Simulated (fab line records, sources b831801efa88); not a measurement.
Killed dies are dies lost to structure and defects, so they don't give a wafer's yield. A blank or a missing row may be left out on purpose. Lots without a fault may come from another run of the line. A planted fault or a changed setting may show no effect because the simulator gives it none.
A struck lot beside a sound one | flow sky130 | 15 steps out of a route of 708
Sound: wafers L287.2, L287.4, L287.6. Struck: wafers L296.3, L296.5, L296.6. The cause comes at the end.
At each step with rows: each side's tool, then ch and its chambers, then its first start. Under that, the readings that differ: sound wafers | struck wafers | difference of the means | sigmas: that difference in standard deviations of wafers without a fault.
alike: readings whose means differ by less than 2 such deviations, and words and numbers that are the same on both sides. not compared: withheld readings, readings that some wafer has no value for, bounds like >300 that may hide the same value, and numbers for which the record gives no deviation and whose values overlap.
The two part at a step that has a row with sigmas, a row that says differs or no value, or rows on one side only. Numbers that don't overlap but have no deviation are shown without sigmas and don't part them. A reading that every wafer of one side lacks parts them only if that side has two wafers or more.

first, 8 steps without rows for these wafers: SKY_METAL4_DEHYDRATE_05 (time 60 s); SKY_METAL4_HMDS_06 (prime time 60 s); SKY_METAL4_COAT_07 (resist thk 60 nm); SKY_METAL4_COAT_08 (resist thk 1140 nm); SKY_METAL4_SOFTBAKE_09 (time 90 s); SKY_METAL4_EXPOSE_10 (exposes mask MM4, target cd 300 nm); SKY_METAL4_PEB_11; SKY_METAL4_DEVELOP_12 (develop time 60 s).
SKY_METAL4_CD_MEAS_13: target cd 300 nm.
  sound on cd_sem-01, day 41 20:17; struck on cd_sem-01, day 45 01:04
  alike: cd_nm
SKY_METAL4_OVL_MEAS_14:
  sound on overlay-02, day 41 20:24; struck on overlay-01, day 45 01:10
  reading         | sound    | struck | difference | sigmas
  METAL4_OVL (nm) | -5 -8 -6 | 7 3 6  | +12        | +3
SKY_METAL4_DESCUM_15: chemistry O2, time 8 s.
  sound on rie_metal-03 ch 0,1, day 41 20:26; struck on rie_metal-01 ch 0,1, day 45 01:12
  alike: drypump_motor_current_A, oes_product_au
  not compared: rf_hours_counter_h
SKY_METAL4_ETCH_16: etches BARC in N2/H2, stops on SiO2, time 88.2 s, target depth 60 nm.
  sound on rie_metal-03 ch 0,1, day 41 20:28; struck on rie_metal-01 ch 0,1, day 45 01:15
  alike: bias_w, drypump_motor_current_A, oes_product_au, throttle_valve_pct
  not compared: rf_hours_counter_h
SKY_METAL4_ETCH_17: etches SiO2 in C4F8/O2/Ar, stops on TiN, time 3.9 s, target depth 15 nm.
  sound on rie_diel-01 ch 1,2,3, day 41 20:34; struck on rie_diel-02 ch 1,2, day 45 01:19
  reading    | sound          | struck         | difference | sigmas
  bias_w (W) | 1200 1202 1204 | 1288 1286 1285 | +84        | +21
  alike: oes_product_au
  not compared: rf_hours_counter_h
SKY_METAL4_METAL_ETCH_18: etches the open film in Cl2/BCl3, stops on SiO2, target depth 845 nm, time 183.1 s.
  sound on rie_metal-04 ch 1, day 41 20:35; struck on rie_metal-04 ch 0,1, day 45 01:24
  alike: bias_w, drypump_motor_current_A, oes_product_au, throttle_valve_pct
  not compared: rf_hours_counter_h
-- the record jumps here: 4 days lie between the struck wafers' starts before and after (it left off in module METAL4 and takes up again in module PAD_OPEN, whose first step shown is number 708 of the route) --
SKY_PAD_OPEN_PROBE_99:
  sound on prober-02, day 45 21:05; struck on prober-01, day 48 15:06
  reading         | sound | struck | difference | sigmas
  killed_at_other | 3 0 1 | 0 0 0  | -1         | -2
  alike: defect_limited_yield, killed_at_M0_to_M3, killed_at_M4_up, killed_at_contacts, killed_at_front_end, killed_dies, killed_open, killed_short, sort_bin_3_pad_short, sort_bin_5_function, sort_bin_6_memory, sort_n_pass, sort_yield_pct

WHERE THEY PART
First at SKY_METAL4_OVL_MEAS_14; last, within this record, at SKY_PAD_OPEN_PROBE_99.

WHY: what the simulator had put in
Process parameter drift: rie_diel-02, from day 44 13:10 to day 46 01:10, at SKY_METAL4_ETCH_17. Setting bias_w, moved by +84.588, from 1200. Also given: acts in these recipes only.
